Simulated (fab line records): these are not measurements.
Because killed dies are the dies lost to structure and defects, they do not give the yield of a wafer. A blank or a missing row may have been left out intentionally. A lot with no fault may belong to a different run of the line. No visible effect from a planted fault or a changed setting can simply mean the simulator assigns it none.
Matching of chambers	flow gf180mcu	GF_V3_CMP_04 on cmp-02 has 4 sister chambers
The step polishes SiO2. 8 wafers are shown with their chamber, then 11 later ones without.

WAFERS WITH THEIR CHAMBER
wafer	chamber	motorCurrentA (A)	timeToEndpointS (s)
L086.6	3	13.4	78
L088.5	0	11.2	79
L089.1	0	11.9	79
L089.4	2	13.9	90
L091.1	2	13.6	78
L091.2	3	13.0	77
L091.3	1	9.8	79
L093.2	1	9.9	79

WAFERS WHOSE CHAMBER IS MISSING
wafer	motorCurrentA (A)	timeToEndpointS (s)
L093.5	13.3	80
L093.6	10.1	80
L094.1	10.4	85
L094.5	12.5	87
L094.6	9.7	88
L095.1	10.2	71
L095.2	13.1	70
L095.4	12.9	81
L097.2	12.9	70
L097.3	11.2	65
L097.4	13.4	76

CHAMBER TAKEN BY EACH
wafer	from the rows above	in truth
L093.5	can't be placed: 3 or 2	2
L093.6	1	1
L094.1	can't be placed: 1 or 0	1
L094.5	can't be placed: 3 or 0 or 2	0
L094.6	1	1
L095.1	1	1
L095.2	3	3
L095.4	can't be placed: 3 or 2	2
L097.2	3	3
L097.3	0	0
L097.4	can't be placed: 3 or 2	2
6 of 11 placed correctly. Cannot be placed on the basis of these rows: 5; the candidates contain the true chamber in 5. 0 placed wrongly.
How it was worked out, from the rows above alone: a wafer's distance from a chamber is the root of the sum, over the readings, of the square of ((its reading less the chamber's mean) divided by the reading's scatter). The wafer belongs to the nearest chamber; if the next one is less than 2 further off, it can't be placed. Each chamber's mean is taken over the wafers shown for it. The scatter is the square root of a quotient: the sum, over the shown wafers, of each reading's squared deviation from its chamber's mean, divided by wafers minus chambers.
